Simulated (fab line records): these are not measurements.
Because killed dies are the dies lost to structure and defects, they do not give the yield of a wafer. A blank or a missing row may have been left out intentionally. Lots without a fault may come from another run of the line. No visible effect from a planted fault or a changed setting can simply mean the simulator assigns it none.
fab line records	flow sky130
record lots=4	wafers=12	last_day=50
route steps=708 shown LI_CONTACT@376 LOCAL_INTERCONNECT@387 PAD_OPEN@708
lots untouched by any fault: they come from a run of this same line in which no faults occurred
start_h: the number of hours between the record's first day and the start of the first shown wafer of the lot	wait_h: how many hours have passed since the lot's step before this one	" repeats the value in the row above	L1.1+2: a single row standing in for several wafers	- no value present, or no start provided	* or withheld: withheld	< > ~ a bound
route shown NAME@n: names a module that has steps shown in the file, with the first one's number in the route	usual: mean/standard deviation of fault-free wafers	same: alike in all rows	chamber/n: place in a boat	sites: each site's reading	_std_site: standard deviation of those values	_edge_site: mean of outer sites minus mean of inner sites	radius_mm: for every site, how far away it sits from the centre of the wafer	mask NAME#n: copy n	behind: the tool/chamber that last shaped the wafer	hold: the reason the lot was held/the length of the hold in hours/how it ended	device: the n, p or np transistor that did not switch	end of line: tests of these same wafers at the route's end	a step without rows: its recipe alone	killed: count of dies lost to structure and defects at first sort (not the wafer's yield)	map: per-die view of a wafer (x killed, . not killed, _ where there is no die)
set.NAME: the run value of the setting; set.NAME@STEP: its run value at that earlier step	model.NAME: the simulator's own value behind a step, which no gauge read
certain route steps with their lots: each step a table, each wafer a row
services: a tool's chamber out of use, with start hour (start_h, from the record's first day; less than 0 if before it), hours out, and reason
## steps
# step SKY_LI_CONTACT_ETCH_14
# recipe chemistry=N2/H2	target=BARC	ion_energy_ev=200	source_w=500	bias_w=100	pressure_mtorr=30	n2_flow_sccm=100	h2_flow_sccm=200	stop_on=SiO2	time_s=45.9	target_depth_a=600
# step SKY_LI_CONTACT_ETCH_15
# recipe target=PSG	chemistry=C4F8/O2/Ar	stop_on=Si	taper_deg=4.15	mask_material=KrF-thick	source_w=1500	bias_w=1200	pressure_mtorr=40	c4f8_flow_sccm=withheld	O2_flow_sccm=6	Ar_flow_sccm=300	time_s=withheld	target_depth_a=6000
# step SKY_LI_CONTACT_STRIP_16
# recipe chemistry=O2/N2	power_w=1400	pressure_mtorr=1500	platen_temp_c=withheld	o2_flow_sccm=3000	n2_flow_sccm=300	overash_fraction=0.5
# step SKY_LI_CONTACT_CLEAN_17
# recipe chemistry=NMP	time_s=600	temp_c=60	dry=n2_spin
# step SKY_LI_CONTACT_PRE_CLEAN_18
# recipe gas=Ar	time_s=5.6	bias_v=358
# step SKY_LI_CONTACT_SPUTTER_19
# recipe material=Ti	target_thk_nm=20	chamber_pressure_pa=5	power_w=2500	substrate_temp_c=200	time_s=106.37
# step SKY_LI_CONTACT_SPUTTER_20
# recipe material=TiN	target_thk_nm=20	chamber_pressure_pa=5	power_w=4000	time_s=80
# step SKY_LI_CONTACT_CVD_21
# recipe material=W	target_thk_nm=400	time_s=120.56	temp_c=400	pressure_torr=40
# step SKY_LI_CONTACT_CMP_24
# recipe stop_on=PSG	t_overpolish_s=20	down_force_psi=3.5	platen_rpm=60	target_thk_nm=0	pad_velocity_m_s=0.94248
# step SKY_LOCAL_INTERCONNECT_SPUTTER_00
# recipe material=TiN	target_thk_nm=100	temp_c=300	power_w=6500	time_s=83.3	chamber_pressure_pa=0.4
# usual cathode_dc_power_W=6500.1/1.2	throttle_valve_pct=30.0/1.2
lot.wafer	tool	chamber	start_h	wait_h	cathode_dc_power_W	throttle_valve_pct	model.TiN_of_LOCAL_INTERCONNECT_SPUTTER_00.thk_nm
L614.4	pvd_sputter-04	-	729.43	0.2	6498.4	29.7	99.35
L614.5	"	-	"	"	6498.5	28.2	100.2
L614.6	"	-	"	"	6500.5	29.5	99.2
L623.3	pvd_sputter-04	-	805.19	0.2	6499.7	29.7	116.2
L623.4	"	-	"	"	6498.8	29.5	116.6
L623.5	"	-	"	"	6500.5	28.4	115.6
L624.3	pvd_sputter-04	-	810.68	0.2	6500.9	32.4	116.1
L624.4	"	-	"	"	6500.5	29.5	115.8
L624.6	"	-	"	"	6499.2	29.4	117.2
L630.1	pvd_sputter-01	-	855.43	0.2	6500.6	30.3	98.85
L630.5	"	-	"	"	6499.2	29.5	98.68
L630.6	"	-	"	"	6496.6	30.4	98.39
# step SKY_LOCAL_INTERCONNECT_RS_MEAS_01
# recipe thk_meas_gauge=four-point-probe	reads=TiN_of_LOCAL_INTERCONNECT_SPUTTER_00
# usual LOCAL_INTERCONNECT_TIN_RS=14.10/0.2
lot.wafer	tool	chamber	start_h	wait_h	hold	LOCAL_INTERCONNECT_TIN_RS[ohm/sq]
L614.4	film_metro-01	-	729.56	0.1	-	14.24
L614.5	"	-	"	"	-	14.12
L614.6	"	-	"	"	-	14.27
L623.3	film_metro-01	-	805.29	0.1	await_dispo/0.2h/release	12.11
L623.4	"	-	"	"	await_dispo/0.2h/release	12.04
L623.5	"	-	"	"	await_dispo/0.2h/release	12.17
L623.3	film_metro-01	-	805.58	0.3	-	12.10
L623.4	"	-	"	"	-	12.04
L623.5	"	-	"	"	-	12.17
L624.3	film_metro-04	-	810.78	0.1	await_dispo/0.2h/release	12.10
L624.4	"	-	"	"	await_dispo/0.2h/release	12.12
L624.6	"	-	"	"	await_dispo/0.2h/release	11.95
L624.3	film_metro-04	-	811.07	0.3	-	12.09
L624.4	"	-	"	"	-	12.10
L624.6	"	-	"	"	-	11.96
L630.1	film_metro-04	-	855.49	0.0	-	14.28
L630.5	"	-	"	"	-	14.34
L630.6	"	-	"	"	-	14.34
# step SKY_LOCAL_INTERCONNECT_THK_MEAS_02
# recipe thk_meas_gauge=xrf	reads=TiN_of_LOCAL_INTERCONNECT_SPUTTER_00
# usual LOCAL_INTERCONNECT_TIN_THK=100.3/1.4
lot.wafer	tool	chamber	start_h	wait_h	hold	LOCAL_INTERCONNECT_TIN_THK[nm]
L614.4	film_metro-01	-	729.65	0.1	-	99.7
L614.5	"	-	"	"	-	100.1
L614.6	"	-	"	"	-	99.5
L623.3	film_metro-01	-	807.15	1.5	await_dispo/0.2h/release	116.4
L623.4	"	-	"	"	await_dispo/0.2h/release	116.5
L623.5	"	-	"	"	await_dispo/0.2h/release	115.3
L623.3	film_metro-01	-	807.37	0.2	-	116.0
L623.4	"	-	"	"	-	116.5
L623.5	"	-	"	"	-	115.4
L624.3	film_metro-04	-	814.31	3.2	await_dispo/0.2h/release	117.1
L624.4	"	-	"	"	await_dispo/0.2h/release	116.7
L624.6	"	-	"	"	await_dispo/0.2h/release	118.1
L624.3	film_metro-04	-	814.54	0.2	-	116.8
L624.4	"	-	"	"	-	116.7
L624.6	"	-	"	"	-	118.1
L630.1	film_metro-04	-	855.61	0.1	-	99.4
L630.5	"	-	"	"	-	98.8
L630.6	"	-	"	"	-	98.8
# step SKY_LOCAL_INTERCONNECT_HMDS_04
# recipe prime_time_s=60	prime_temp_c=120
# step SKY_LOCAL_INTERCONNECT_COAT_05
# recipe resist=BARC	temp_c=withheld	time_s=withheld	spin_rpm=3000	resist_thk_nm=61.05
# step SKY_LOCAL_INTERCONNECT_COAT_06
# recipe resist=KrF-thick	spin_rpm=3000	resist_thk_nm=450
# step SKY_LOCAL_INTERCONNECT_SOFTBAKE_07
# recipe temp_c=100	time_s=90	resist=KrF-thick
# step SKY_LOCAL_INTERCONNECT_EXPOSE_08
# recipe mask_id=LI1M	na=0.8	source_shape=annular	sigma_inner=0.55	sigma_outer=0.85	target_cd_nm=170	dose_mj=28
# step SKY_LOCAL_INTERCONNECT_PEB_09
# recipe peb_temp_c=withheld	peb_time_s=withheld	resist=KrF-thick
# step SKY_LOCAL_INTERCONNECT_DEVELOP_10
# recipe develop_time_s=60	resist=KrF-thick	dev_temp_c=21
# step SKY_LOCAL_INTERCONNECT_ETCH_13
# recipe chemistry=N2/H2	target=BARC	ion_energy_ev=200	bias_w=100	pressure_mtorr=30	n2_flow_sccm=100	h2_flow_sccm=200	icp_w=500	stop_on=SiO2	time_s=45.9	target_depth_a=600
# step SKY_LOCAL_INTERCONNECT_METAL_ETCH_14
# recipe target_depth_nm=110	stop_on=PSG	chemistry=Cl2/BCl3	target=TiN	resist_sidewall_deg=88	pressure_mtorr=10	icp_w=900	bias_w=48.5	Cl2_flow_sccm=60	bcl3_flow_sccm=30	time_s=31.4
# usual drypump_motor_current_A=5.55/0.29	oes_product_au=0.942/0.0085	rf_fwd_power_W=890/4.1	throttle_valve_pct=21.899/0.01
lot.wafer	tool	chamber	start_h	wait_h	drypump_motor_current_A	oes_product_au	rf_fwd_power_W	rf_hours_counter_h	throttle_valve_pct
L614.4	rie_metal-01	1	757.96	0.0	5.11	0.939	893	-	21.917
L614.5	"	0	"	"	6.04	0.933	885	-	21.878
L614.6	"	1	"	"	5.12	0.937	892	-	21.913
L623.3	rie_metal-02	1	833.75	0.0	5.67	1.015	887	-	21.852
L623.4	"	0	"	"	5.26	0.993	891	-	21.883
L623.5	"	0	"	"	5.29	0.996	894	-	21.848
L624.3	rie_metal-03	0	837.00	0.0	5.61	1.013	889	-	21.859
L624.4	"	1	"	"	5.82	1.000	895	-	21.868
L624.6	"	1	"	"	5.83	0.997	893	-	21.855
L630.1	rie_metal-01	1	881.93	0.0	5.12	0.933	892	12	21.901
L630.5	"	1	"	"	5.12	0.931	893	-	21.903
L630.6	"	0	"	"	6.02	0.938	883	-	21.913
# step SKY_LOCAL_INTERCONNECT_STRIP_15
# recipe chemistry=O2/N2	power_w=1400	pressure_mtorr=1500	platen_temp_c=withheld	o2_flow_sccm=3000	n2_flow_sccm=300	overash_fraction=0.5
# step SKY_LOCAL_INTERCONNECT_STRIP_16
# recipe chemistry=post_etch_residue_remover	time_s=1200	temp_c=72.5
# usual bath_guard_temp_C=72.7/0.52
lot.wafer	tool	chamber	start_h	wait_h	bath_guard_temp_C	model.TiN_of_LOCAL_INTERCONNECT_SPUTTER_00.thk_nm
L614.4	wet_bench-02	2	758.09	0.0	72.1	98.92
L614.5	"	2	"	"	72.3	99.75
L614.6	"	2	"	"	72.0	98.78
L623.3	wet_bench-02	3	833.88	0.0	72.5	115.8
L623.4	"	3	"	"	72.4	116.2
L623.5	"	3	"	"	72.1	115.1
L624.3	wet_bench-03	2	837.13	0.0	73.5	115.7
L624.4	"	2	"	"	73.2	115.4
L624.6	"	2	"	"	73.3	116.8
L630.1	wet_bench-03	1	882.08	0.1	73.6	98.42
L630.5	"	1	"	"	73.0	98.25
L630.6	"	1	"	"	73.6	97.96
# step SKY_LOCAL_INTERCONNECT_CLEAN_17
# recipe chemistry=IPA	time_s=180	temp_c=25
# step SKY_PAD_OPEN_PROBE_99
# usual killed_at_M0_to_M3=43/7	killed_at_M4_up=3.0/1.9	killed_at_contacts=24/4.6	killed_at_front_end=15/4.1	killed_at_other=0.3/0.52	killed_dies=84/9.7	killed_on_rim=16/3.6	killed_open=46/6.9	killed_short=38/6.8
# same gross_dies=492	killed_at_back_side=0
lot.wafer	tool	chamber	start_h	wait_h	hold	killed_at_M0_to_M3	killed_at_M4_up	killed_at_contacts	killed_at_front_end	killed_at_other	killed_dies	killed_on_rim	killed_open	killed_short
L614.4	prober-02	-	1116.35	0.2	-	41	0	27	20	0	88	21	44	43
L614.5	prober-02	-	1116.40	0.2	-	41	3	28	22	0	94	25	46	47
L614.6	prober-02	-	1116.45	0.2	-	56	3	23	14	0	96	18	51	45
L623.3	prober-02	-	1168.08	0.2	await_dispo/2.0h/scrap	31	2	332	8	0	373	91	37	26
L623.4	prober-02	-	1168.13	0.2	await_dispo/2.0h/scrap	55	2	421	10	1	489	93	52	42
L623.5	prober-02	-	1168.18	0.2	await_dispo/2.0h/scrap	49	2	396	16	0	463	78	43	44
L624.3	prober-01	-	1169.38	0.2	await_dispo/3.9h/scrap	39	4	274	19	1	337	36	45	39
L624.4	prober-01	-	1169.43	0.2	await_dispo/3.9h/scrap	37	2	435	9	0	483	93	42	36
L624.6	prober-01	-	1169.53	0.2	await_dispo/3.9h/scrap	41	1	437	12	0	491	96	45	31
L630.1	prober-01	-	1197.08	0.1	-	56	5	16	11	0	88	18	38	50
L630.5	prober-01	-	1197.28	0.2	-	54	2	25	21	1	103	17	61	42
L630.6	prober-01	-	1197.33	0.2	-	41	8	22	24	0	95	18	38	57
# killed by level:class
L614.4 LOCAL_INTERCONNECT:geometric_particle:short=9 VIA1:geometric_particle:open=8 POLY_GATE:geometric_particle:open=6 CONTACT:geometric_particle:open=6 METAL1:geometric_particle:short=5 VIA1:geometric_particle:short=5 METAL2:geometric_particle:short=5 VIA3:geometric_particle:open=5
L614.5 CONTACT:geometric_particle:open=12 METAL1:geometric_particle:short=8 METAL2:geometric_particle:short=7 VIA3:geometric_particle:open=7 VIA1:geometric_particle:open=6 FIELD_ISO:geometric_particle:open=5 LOCAL_INTERCONNECT:geometric_particle:short=5 FIELD_ISO:geometric_particle:short=4
L614.6 VIA1:geometric_particle:open=13 LI_CONTACT:geometric_particle:open=8 METAL1:geometric_particle:short=6 VIA1:geometric_particle:short=6 METAL2:geometric_particle:short=6 VIA3:geometric_particle:open=6 POLY_GATE:geometric_particle:short=5 METAL3:geometric_particle:short=5
L623.3 LOCAL_INTERCONNECT:area_etch=309 VIA1:geometric_particle:open=10 VIA2:geometric_particle:open=8 LI_CONTACT:geometric_particle:open=7 CONTACT:geometric_particle:open=7 METAL1:geometric_particle:short=4 CONTACT:geometric_particle:short=4 FIELD_ISO:geometric_particle:short=3
L623.4 LOCAL_INTERCONNECT:area_etch=395 VIA1:geometric_particle:open=14 LI_CONTACT:geometric_particle:open=11 VIA2:geometric_particle:open=11 METAL1:geometric_particle:short=9 CONTACT:geometric_particle:open=8 VIA2:geometric_particle:short=7 POLY_GATE:geometric_particle:short=4
L623.5 LOCAL_INTERCONNECT:area_etch=375 VIA1:geometric_particle:open=9 FIELD_ISO:geometric_particle:short=8 CONTACT:geometric_particle:open=8 METAL1:geometric_particle:short=8 VIA2:geometric_particle:open=8 VIA1:geometric_particle:short=7 LOCAL_INTERCONNECT:geometric_particle:short=4
L624.3 LOCAL_INTERCONNECT:area_etch=253 VIA1:geometric_particle:open=11 CONTACT:geometric_particle:open=7 FIELD_ISO:geometric_particle:short=6 LOCAL_INTERCONNECT:geometric_particle:short=5 METAL1:geometric_particle:open=5 VIA3:geometric_particle:open=5 FIELD_ISO:geometric_particle:open=4
L624.4 LOCAL_INTERCONNECT:area_etch=405 CONTACT:geometric_particle:open=13 CONTACT:geometric_particle:short=7 VIA1:geometric_particle:open=7 VIA3:geometric_particle:open=7 LOCAL_INTERCONNECT:geometric_particle:short=6 METAL1:geometric_particle:short=4 VIA2:geometric_particle:open=4
L624.6 LOCAL_INTERCONNECT:area_etch=414 CONTACT:geometric_particle:open=10 VIA1:geometric_particle:open=9 VIA3:geometric_particle:open=6 METAL1:geometric_particle:short=6 LI_CONTACT:geometric_particle:open=5 METAL2:geometric_particle:short=5 POLY_GATE:geometric_particle:short=4
L630.1 METAL2:geometric_particle:short=11 VIA1:geometric_particle:short=10 VIA2:geometric_particle:open=10 VIA1:geometric_particle:open=8 CONTACT:geometric_particle:open=5 FIELD_ISO:geometric_particle:short=4 LOCAL_INTERCONNECT:geometric_particle:short=4 VIA2:geometric_particle:short=4
L630.5 CONTACT:geometric_particle:open=11 VIA1:geometric_particle:open=11 VIA3:geometric_particle:open=10 METAL2:geometric_particle:short=8 LI_CONTACT:geometric_particle:open=6 VIA1:geometric_particle:short=6 METAL1:geometric_particle:short=6 POLY_GATE:geometric_particle:open=5
L630.6 METAL1:geometric_particle:short=8 FIELD_ISO:geometric_particle:short=7 POLY_GATE:geometric_particle:short=7 METAL4:geometric_particle:short=7 METAL2:geometric_particle:short=6 CONTACT:geometric_particle:open=6 VIA1:geometric_particle:short=6 VIA1:geometric_particle:open=6
# map L623.4 (x killed, . not)
__________xxxxxxxxxx_________
________xxxxxxxxxxxxxx_______
______xxxxxxxxxxxxxxxxxx_____
_____xxxxxxxxxxxxxxxxxxxx____
____xxxxxxxxxxxxxxxxxxxxxx___
___xxxxxxxxxxxxxxxxxxxxxxxx__
__xxxxxxxxxxxxxxxxxxxxxxxxxx_
_xxxxxxxxxxxxxxxxxxxxxxxxxxxx
_xxxxxxxxxxxxxxxxxxxxxxxxxxxx
_xxxxxxxxxxxxxxxxxxxxxxxxxxxx
_xxxxxxxxxxxxxxxxxxxxxxxxxxxx
_xxxxxxxxxxxxxxxxxxxxxxxxxxxx
_xxxxxxxxxxxxxxxxxxxxxxxxxxxx
_xxxxxxxxxxxxxxxxxxxxxxxxxxxx
_xxxxxxxxxxxxxxxxxxxxxxxxxxxx
__xxxxxxxxxxxxxxxxxxxxxxxxxx_
___xxxxxxxxxxxxxxxxxxxxxxxx__
____xxxxxxxxxxxxxxxxxxxxxx___
_____xxxxxxxxxxxxxxxxxxxx____
______xxxxxxxxxxxxxxx.xx_____
________xxxxxxxxxxx.xx_______
__________xxxxxxxxx._________
# map L624.6 (x killed, . not)
__________xxxxxxxxxx_________
________xxxxxxxxxxxxxx_______
______xxxxxxxxxxxxxxxxxx_____
_____xxxxxxxxxxxxxxxxxxxx____
____xxxxxxxxxxxxxxxxxxxxxx___
___xxxxxxxxxxxxxxxxxxxxxxxx__
__xxxxxxxxxxxxxxxxxxxxxxxxxx_
_xxxxxxxxxxxxxxxxxxxxxxxxxxxx
_xxxxxxxxxxxxxxxxxxxxxxxxxxxx
_xxxxxxxxxxxxxxxxxxxxxxxxxxxx
_xxxxxxxxxxxxxxxxxxxxxxxxxxxx
_xxxxxxxxxxxxxxxxxxxxxxxxxxxx
_xxxxxxxxxxxxxxxxxxxxxxxxxxxx
_xxxxxxxxxxxxxxxxxxxxxxxxxxxx
_xxxxxxxxxxxxxxxxxxxxxxxxxxxx
__xxx.xxxxxxxxxxxxxxxxxxxxxx_
___xxxxxxxxxxxxxxxxxxxxxxxx__
____xxxxxxxxxxxxxxxxxxxxxx___
_____xxxxxxxxxxxxxxxxxxxx____
______xxxxxxxxxxxxxxxxxx_____
________xxxxxxxxxxxxxx_______
__________xxxxxxxxxx_________
## services
tool	chamber	start_h	hours	kind
rie_metal-03	1	715.89	2.1	repair
rie_metal-02	0	777.54	8.8	repair
rie_metal-01	1	797.14	1.2	repair
pvd_sputter-04	-	803.60	1.3	repair
pvd_sputter-04	-	822.14	5.7	repair
wet_bench-03	-	824.25	1.9	pm
rie_metal-01	1	839.05	4.0	repair
pvd_sputter-04	3	848.96	-	consumable_replace:kit
pvd_sputter-04	3	848.96	18.0	scheduled_down
pvd_sputter-04	3	848.96	18.0	vent_cycle
rie_metal-03	-	855.62	1.4	pm
rie_metal-02	-	874.87	1.5	repair
rie_metal-02	1	876.18	1.9	repair
## key
first_sign step=SKY_LOCAL_INTERCONNECT_RS_MEAS_01	reading=visit	direction=added
effect step=SKY_LOCAL_INTERCONNECT_RS_MEAS_01	reading=LOCAL_INTERCONNECT_TIN_RS	direction=down	sigmas=10	usual=14.10	struck=12.08
effect step=SKY_LOCAL_INTERCONNECT_THK_MEAS_02	reading=visit	direction=added
effect step=SKY_LOCAL_INTERCONNECT_THK_MEAS_02	reading=LOCAL_INTERCONNECT_TIN_THK	direction=up	sigmas=12	usual=100.3	struck=116.7
effect step=SKY_LOCAL_INTERCONNECT_METAL_ETCH_14	reading=oes_product_au	direction=up	sigmas=7	usual=0.942	struck=1.002
effect step=SKY_PAD_OPEN_PROBE_99	reading=killed_at_contacts	direction=up	sigmas=78	usual=24	struck=382
model_effect step=SKY_LOCAL_INTERCONNECT_SPUTTER_00	value=TiN_of_LOCAL_INTERCONNECT_SPUTTER_00.thk_nm	without=99.55	struck=116.2
model_effect step=SKY_LOCAL_INTERCONNECT_STRIP_16	value=TiN_of_LOCAL_INTERCONNECT_SPUTTER_00.thk_nm	without=99.14	struck=115.8
more_kills_born_at SKY_LOCAL_INTERCONNECT_METAL_ETCH_14@rie_metal-02=1079	SKY_LOCAL_INTERCONNECT_METAL_ETCH_14@rie_metal-03=1072
met_at SKY_LOCAL_INTERCONNECT_SPUTTER_00
struck_wafers L623.3,L623.4,L623.5,L624.3,L624.4,L624.6
later_rows_left_out L623.3,L623.4,L623.5,L624.3,L624.4,L624.6
tester_left_out L623,L624
onset_between 729.43 805.19
fault kind=process_parameter_drift	tool=pvd_sputter-04	chamber=-	onset_h=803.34	steps=SKY_LOCAL_INTERCONNECT_SPUTTER_00	channel=time_s	offset=*	shape=step	end_h=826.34	acts_in=*	stated=*
# tester_left_out: of these lots the tester's yield and bins aren't shown, on N5 and GAA mostly nor the transistor test; their killed dies are dies lost to structure and defects alone, not to doping, threshold or leakage, so they don't give the yield
# later_rows_left_out: the simulator's readings of these wafers behind a module that went badly wrong aren't trusted and aren't shown, but for the sort
